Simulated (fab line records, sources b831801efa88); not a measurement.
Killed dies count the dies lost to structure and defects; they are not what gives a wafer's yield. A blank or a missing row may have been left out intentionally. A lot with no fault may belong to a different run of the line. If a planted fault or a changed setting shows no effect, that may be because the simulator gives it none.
Which tool was responsible? -- flow gf180mcu -- 15 lots, 45 wafers sampled, at 2 steps of a route of 602

== WHAT THE GAUGES SHOWED, per wafer ==
GF_HV_LDD_THK_MEAS_57. Usual: HV_LDD_CVD_56_THK gives 89.9 nm (standard deviation 1.1).
lot,measured,on,HV_LDD_CVD_56_THK (nm),flag
L682,day 13 08:23,film-metro-01,89.7 90.5 89.3,
L684,day 13 21:48,film-metro-02,88.9 89.8 89.0,
L686,day 14 14:25,film-metro-02,90.0 90.2 89.4,
L687,day 15 02:27,film-metro-01,89.5 89.8 90.2,
L688,day 15 09:50,film-metro-04,89.4 88.6 88.4,
L689,day 15 17:31,film-metro-04,89.4 89.9 89.5,
L690,day 15 23:57,film-metro-01,90.9 91.0 91.0,
L691,day 16 07:02,film-metro-01,89.2 89.3 89.6,
L692,day 16 11:15,film-metro-04,89.0 89.1 88.6,
L693,day 17 01:02,film-metro-04,91.0 91.2 90.7,
L696,day 18 00:39,film-metro-04,90.5 90.1 91.1,
L698,day 18 16:08,film-metro-04,88.4 89.1 89.3,
L699,day 19 00:30,film-metro-02,91.3 91.4 91.2,
L703,day 20 09:48,film-metro-01,88.9 88.4 88.0,
L704,day 20 16:02,film-metro-04,89.9 90.0 89.5,

== TOOL THAT RAN EACH LOT (tool first, then ch and the chambers of the sampled wafers, then the start) ==
lot,GF_HV_LDD_STRIP_22
L682,"plasma-asher-02 ch 0,1, day 11 12:59"
L684,"plasma-asher-02 ch 0,1, day 12 01:37"
L686,"plasma-asher-01 ch 0,1, day 12 18:14"
L687,"plasma-asher-02 ch 0,1, day 13 02:50"
L688,"plasma-asher-01 ch 0,1, day 13 11:20"
L689,"plasma-asher-04 ch 0,1, day 13 19:07"
L690,"plasma-asher-04 ch 0,1, day 14 00:17"
L691,"plasma-asher-04 ch 0,1, day 14 06:35"
L692,"plasma-asher-01 ch 0,1, day 14 11:14"
L693,"plasma-asher-02 ch 0,1, day 14 23:19"
L696,"plasma-asher-02 ch 0,1, day 15 21:47"
L698,"plasma-asher-01 ch 0,1, day 16 13:59"
L699,"plasma-asher-02 ch 0,1, day 16 20:32"
L703,"plasma-asher-04 ch 0,1, day 18 04:38"
L704,"plasma-asher-04 ch 0,1, day 18 11:19"
- GF_HV_LDD_STRIP_22: strips in O2/N2.

== AS READ BY THE TOOLS THEMSELVES (means over the sampled wafers that have a number; for cases with no such wafer, the mark the record gives instead) ==
GF_HV_LDD_STRIP_22. Usual: drypump-motor-current-A 5.6 A, standard deviation 0.35; heater-power-w 344 W, standard deviation 26; oes-product-au 0.716 a.u., standard deviation 0.0045; platen-temp-c 249.99 C, standard deviation 0.19; strip-time-to-endpoint-s 12.64 s, standard deviation 0.046.
lot,tool,drypump-motor-current-A (A),heater-power-w (W),oes-product-au (a.u.),platen-temp-c (C),strip-time-to-endpoint-s (s),flag
L682,plasma-asher-02,5.5,345,0.716,250.02,12.61,
L684,plasma-asher-02,5.6,341,0.715,250.15,12.72,
L686,plasma-asher-01,5.4,367,0.718,249.72,12.68,
L687,plasma-asher-02,5.6,346,0.718,250.14,12.58,
L688,plasma-asher-01,5.4,347,0.718,250.01,12.61,
L689,plasma-asher-04,5.5,326,0.718,249.96,12.60,
L690,plasma-asher-04,5.5,326,0.712,249.99,12.60,
L691,plasma-asher-04,5.6,313,0.720,250.04,12.60,
L692,plasma-asher-01,5.4,346,0.719,249.98,12.62,
L693,plasma-asher-02,5.6,347,0.718,249.84,12.60,
L696,plasma-asher-02,5.9,361,0.713,250.01,12.63,
L698,plasma-asher-01,5.5,371,0.717,250.18,12.63,
L699,plasma-asher-02,5.6,346,0.718,249.91,12.70,
L703,plasma-asher-04,5.6,311,0.718,250.11,12.61,
L704,plasma-asher-04,5.5,325,0.716,249.91,12.69,

== THE ANSWER, worked out from the rows above alone ==
Rule: take the mean of a lot's wafers that have a number; if it is more than 3 standard deviations from the usual mean, the lot is off. A lot without any number at a reading at which 4 lots or more have one is off too. All remaining lots with rows at the step are treated as sound. After the gauges, taken in route order, come the tools' own readings; for these a lot's mean is taken, as printed above. At the first step where some lot is off, the reading lying furthest off is the one used; lots without a number count as furthest.
No lot is off on any of the readings shown, so nothing can be concluded from this.

== WHAT WAS PUT IN BY THE SIMULATOR ==
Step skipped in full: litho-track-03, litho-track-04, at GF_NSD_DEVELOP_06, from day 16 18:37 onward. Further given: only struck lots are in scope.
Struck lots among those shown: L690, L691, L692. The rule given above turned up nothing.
